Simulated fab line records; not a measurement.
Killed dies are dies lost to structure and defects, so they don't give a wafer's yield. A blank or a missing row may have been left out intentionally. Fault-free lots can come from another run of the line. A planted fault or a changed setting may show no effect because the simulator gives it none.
Struck lot and sound lot, side by side + flow sky130 + 20 out of 708 route steps
Sound: wafers L189.2, L189.5, L189.6. The struck wafers were L198.1, L198.3, L198.4. The cause is named last.
Each step with rows lists, per side, the tool, then ch with its chambers, then its first start. Under that, the readings that differ: sound wafers + struck wafers + difference of the means + sigmas: that difference in standard deviations of wafers without a fault.
alike: a reading whose means differ by less than 2 such deviations, as well as words and numbers matching on both sides. not compared: withheld readings; readings where some wafer has no value; bounds like >300 that might hide an equal value; numbers whose values overlap and for which the record gives no deviation.
The two part at a step that has a row with sigmas, a row that says differs or no value, or rows on one side only. Numbers that have no deviation but don't overlap get no sigmas and don't part them. Lack of a reading on every wafer of one side parts them only where that side has two or more wafers.

first, 4 steps without rows for these wafers: SKY_METAL2_STRIP_21 (strips in post etch residue remover, time 1200 s); SKY_METAL2_CLEAN_22 (cleans in IPA, time 180 s); SKY_METAL2_CLEAN_23 (cleans in O3/DIW); SKY_VIA2_HDPCVD_00 (deposits SiO2, target thk 1180 nm, time 196.7 s).
SKY_VIA2_THK_MEAS_01:
  struck on filmMetro-02, day 40 18:22; sound on filmMetro-02, day 38 02:10
  alike: VIA2_HDPCVD_THK
SKY_VIA2_CMP_02: polishes SiO2.
  sound on cmp-02 ch 0,1,2, day 38 02:19; struck on cmp-02 ch 0,1,3, day 40 18:26
  alike: edgeZonePressureFrac, motorCurrentA, retainingRingPressureFrac, slurryFilterDpKPa, slurryFlowMlMin
SKY_VIA2_BOW_MEAS_03:
  struck on filmMetro-01, day 40 18:44; sound on filmMetro-02, day 38 02:32
| reading       | sound    | struck   | difference | sigmas |
|---------------|----------|----------|------------|--------|
| VIA2_BOW (um) | 73 82 78 | 90 97 97 | +17        | +2     |
then, 5 steps without rows for these wafers: SKY_VIA2_DEHYDRATE_04 (time 60 s); SKY_VIA2_HMDS_05 (prime time 60 s); SKY_VIA2_COAT_06 (resist thk 60 nm); SKY_VIA2_COAT_07 (resist thk 450 nm); SKY_VIA2_SOFTBAKE_08 (time 90 s).
SKY_VIA2_EXPOSE_09: exposes mask VIM2, target cd 200 nm.
  sound on krfScanner-01 ch 0, day 38 15:44; struck on krfScanner-01 ch 0, day 41 06:46
| reading           | sound             | struck            | difference | sigmas |
|-------------------|-------------------|-------------------|------------|--------|
| exposureDoseMJCm2 | 38.02 38.06 38.05 | 40.30 40.32 40.21 | +2.23      | +57    |
  alike: mask
then, 2 steps without rows for these wafers: SKY_VIA2_PEB_10; SKY_VIA2_DEVELOP_11 (develop time 60 s).
SKY_VIA2_CD_MEAS_12 targets a cd of 200 nm.
  struck on cdSem-02, day 41 18:25; sound on cdSem-02, day 39 04:18
| reading   | sound             | struck            | difference | sigmas |
|-----------|-------------------|-------------------|------------|--------|
| cdNm (nm) | 198.4 199.6 200.6 | 176.9 175.8 135.3 | -36.9      | -31    |
SKY_VIA2_OVL_MEAS_13:
  struck on overlay-01, day 41 18:32; sound on overlay-02, day 39 04:25
  alike: VIA2_OVL
SKY_VIA2_ETCH_14: etches BARC in N2/H2, stops on SiO2, time 45.9 s, target depth 60 nm.
  sound on rieDiel-04 ch 0,1,2, day 39 04:26; struck on rieDiel-01 ch 0,2,3, day 41 18:34
| reading              | sound             | struck          | difference | sigmas |
|----------------------|-------------------|-----------------|------------|--------|
| model.VIA2.cdNm (nm) | 199.2 200.4 201.6 | 176.7 176 136.2 | -37.4      |        |
  alike: drypumpMotorCurrentA, oesProductAu, throttleValvePct
  not compared: rfHoursCounterH
SKY_VIA2_ETCH_15: etches SiO2 in C4F8/O2/Ar, stops on TiN, target depth 546 nm, time 84 s.
  sound on rieDiel-04 ch 0,1,2, day 39 04:29; struck on rieDiel-01 ch 0,2,3, day 41 18:37
| reading              | sound           | struck            | difference | sigmas |
|----------------------|-----------------|-------------------|------------|--------|
| model.VIA2.cdNm (nm) | 206.2 198 207.4 | 185.1 176.2 133.3 | -39.0      |        |
  alike: oesProductAu
  not compared: rfHoursCounterH
SKY_VIA2_STRIP_16: strips in O2/N2.
  sound on plasmaAsher-04 ch 0,1, day 39 04:32; struck on plasmaAsher-04 ch 0,1, day 41 18:40
  alike: drypumpMotorCurrentA, oesProductAu, stripTimeToEndpointS
  not compared: rfHoursCounterH

WHERE THEY PART
Earliest at SKY_VIA2_BOW_MEAS_03; latest, in this record, at SKY_VIA2_CD_MEAS_12. Later steps at which nothing parts them and some readings are alike: SKY_VIA2_OVL_MEAS_13, SKY_VIA2_ETCH_14, SKY_VIA2_ETCH_15, SKY_VIA2_STRIP_16.

WHY: the cause the simulator had injected
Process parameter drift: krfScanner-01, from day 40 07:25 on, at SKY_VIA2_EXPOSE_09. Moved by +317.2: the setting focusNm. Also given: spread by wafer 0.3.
